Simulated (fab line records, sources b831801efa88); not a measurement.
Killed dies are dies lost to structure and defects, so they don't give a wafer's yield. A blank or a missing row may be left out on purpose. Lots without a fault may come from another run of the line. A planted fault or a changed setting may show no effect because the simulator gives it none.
Which tool did it? | flow gf180mcu | 12 lots, 36 wafers sampled, at 1 step of a route of 602

WHAT THE GAUGES READ, wafer by wafer
GF_V4_OVL_MEAS_15.
lot  | measured     | on         | V4_OVL (nm)
L075 | day 24 12:30 | overlay-01 | -1 1 4
L077 | day 25 15:04 | overlay-02 | 5 4 8
L079 | day 26 02:25 | overlay-01 | -3 -5 -1
L081 | day 26 19:16 | overlay-01 | 0 -6 1
L083 | day 27 13:40 | overlay-01 | 4 8 -1
L085 | day 28 03:04 | overlay-01 | 0 -3 -4
L087 | day 28 16:25 | overlay-02 | 8 -3 2
L089 | day 29 07:28 | overlay-02 | 8 -1 1
L091 | day 29 19:41 | overlay-01 | -3 -10 -6
L093 | day 30 08:40 | overlay-01 | 3 6 -2
L095 | day 30 20:01 | overlay-02 | 0 -1 0
L097 | day 31 06:01 | overlay-01 | -20 -11 -9

WHICH TOOL RAN EACH LOT (tool, then ch and the chambers of the sampled wafers, then the start)
The record holds no process step before these readings.

THE ANSWER, worked out from the rows above alone
Rule: what is usual is taken from the lots themselves. Put in order of their means at a reading, lots are off if they are a third of the lots or fewer, leave a main group of 4 or more, and stand apart from it by a gap of 3 or more times the standard deviation of the main group's means; of several such gaps the widest counts. A main group whose means are all the same, to the digits that the tables above print for the reading, isn't used. A lot without any number at a reading at which 4 lots or more have one is off too. The other lots that the step has rows for count as sound.
No lot is off at any reading shown: from this, nothing can be told.

WHAT THE SIMULATOR HAD PUT IN
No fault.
